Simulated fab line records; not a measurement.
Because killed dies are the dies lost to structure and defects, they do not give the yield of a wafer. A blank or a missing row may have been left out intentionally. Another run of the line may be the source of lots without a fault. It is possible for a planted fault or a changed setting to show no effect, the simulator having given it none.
Chamber matching -- flow sky130 -- SKY_LI_CONTACT_CMP_24 on cmp-01: 4 sister chambers
The step polishes, stops on PSG, t overpolish 20 s, target thk 0 nm. 8 wafers are shown with their chamber, then 7 later ones without.

## WAFERS WITH THEIR CHAMBER
wafer,chamber,motor-current-A (A),time-to-endpoint-s (s)
L365.6,0,11.4,98.9
L374.2,2,11.0,90.4
L374.4,0,11.6,92.2
L374.5,3,12.2,94.9
L376.1,2,11.1,90.8
L376.6,1,11.4,89.8
L384.3,1,11.8,98.2
L384.5,3,12.8,101.3

## WAFERS MISSING THEIR CHAMBER
wafer,motor-current-A (A),time-to-endpoint-s (s)
L384.6,11.2,98.8
L385.1,11.0,97.8
L385.4,10.3,97.5
L385.6,10.9,92.1
L387.2,12.1,94.6
L387.3,12.5,100.1
L387.4,10.8,95.5

## THE CHAMBER EACH PASSED THROUGH
wafer,from the rows above,in truth
L384.6,can't be placed: 0 or 1 or 2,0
L385.1,can't be placed: 2 or 0 or 1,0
L385.4,can't be placed: 2 or 0 or 1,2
L385.6,can't be placed: 2 or 0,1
L387.2,can't be placed: 3 or 1 or 0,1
L387.3,3,3
L387.4,can't be placed: 2 or 0 or 1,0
Placed correctly: 1 of 7. Unplaceable from these rows: 6, with the true chamber sitting among the candidates in 5. Number placed wrongly: 0.
How it was worked out, from the rows above alone: a wafer's distance from a chamber is the root of the sum, over the readings, of the square of ((its reading less the chamber's mean) divided by the reading's scatter). The wafer belongs to the nearest chamber; if the next one is less than 2 further off, it can't be placed. A chamber's mean is the mean of its shown wafers. The scatter is the square root of a quotient: the sum, over the shown wafers, of each reading's squared deviation from its chamber's mean, divided by wafers minus chambers.
